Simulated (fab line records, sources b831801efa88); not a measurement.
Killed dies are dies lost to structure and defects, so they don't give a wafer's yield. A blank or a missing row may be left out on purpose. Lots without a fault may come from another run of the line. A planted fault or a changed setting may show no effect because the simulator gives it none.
Chamber matching | flow gf180mcu | GF_CONTACT_CMP_04 on cmp-02: 4 sister chambers
The step polishes SiO2. 8 wafers are shown with their chamber, then 10 later ones without.

WAFERS WITH THEIR CHAMBER
wafer  | chamber | motor_current_A (A) | time_to_endpoint_s (s)
L460.5 | 2       | 11.8                | 98
L461.1 | 3       | 13.8                | 117
L461.3 | 0       | 10.7                | 99
L470.3 | 0       | 10.6                | 99
L470.4 | 1       | 15.6                | 106
L470.6 | 2       | 11.8                | 96
L471.3 | 3       | 13.1                | 111
L471.4 | 1       | 15.0                | 110

WAFERS WITHOUT THEIR CHAMBER
wafer  | motor_current_A (A) | time_to_endpoint_s (s)
L471.6 | 15.0                | 107
L472.3 | 14.2                | 120
L472.4 | 11.7                | 104
L472.5 | 14.7                | 130
L473.2 | 10.7                | 111
L473.3 | 15.2                | 108
L473.6 | 10.4                | 118
L474.2 | 12.5                | 109
L474.4 | 14.9                | 123
L474.6 | 15.1                | 110

WHICH CHAMBER EACH WENT THROUGH
wafer  | from the rows above     | in truth
L471.6 | 1                       | 1
L472.3 | 3                       | 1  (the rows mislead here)
L472.4 | can't be placed: 2 or 0 | 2
L472.5 | can't be placed: 3 or 1 | 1
L473.2 | can't be placed: 0 or 2 | 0
L473.3 | 1                       | 1
L473.6 | can't be placed: 0 or 2 | 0
L474.2 | can't be placed: 3 or 2 | 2
L474.4 | can't be placed: 3 or 1 | 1
L474.6 | 1                       | 1
Placed correctly: 3 of 10. Can't be placed from these rows: 6 (the true chamber is among the candidates in 6). Placed wrongly: 1.
How it was worked out, from the rows above alone: a wafer's distance from a chamber is the root of the sum, over the readings, of the square of ((its reading less the chamber's mean) divided by the reading's scatter). The wafer belongs to the nearest chamber; if the next one is less than 2 further off, it can't be placed. A chamber's mean is the mean of its shown wafers. The scatter: the root of (the sum of the squares of (reading less its chamber's mean) over the shown wafers, divided by (wafers less chambers)).
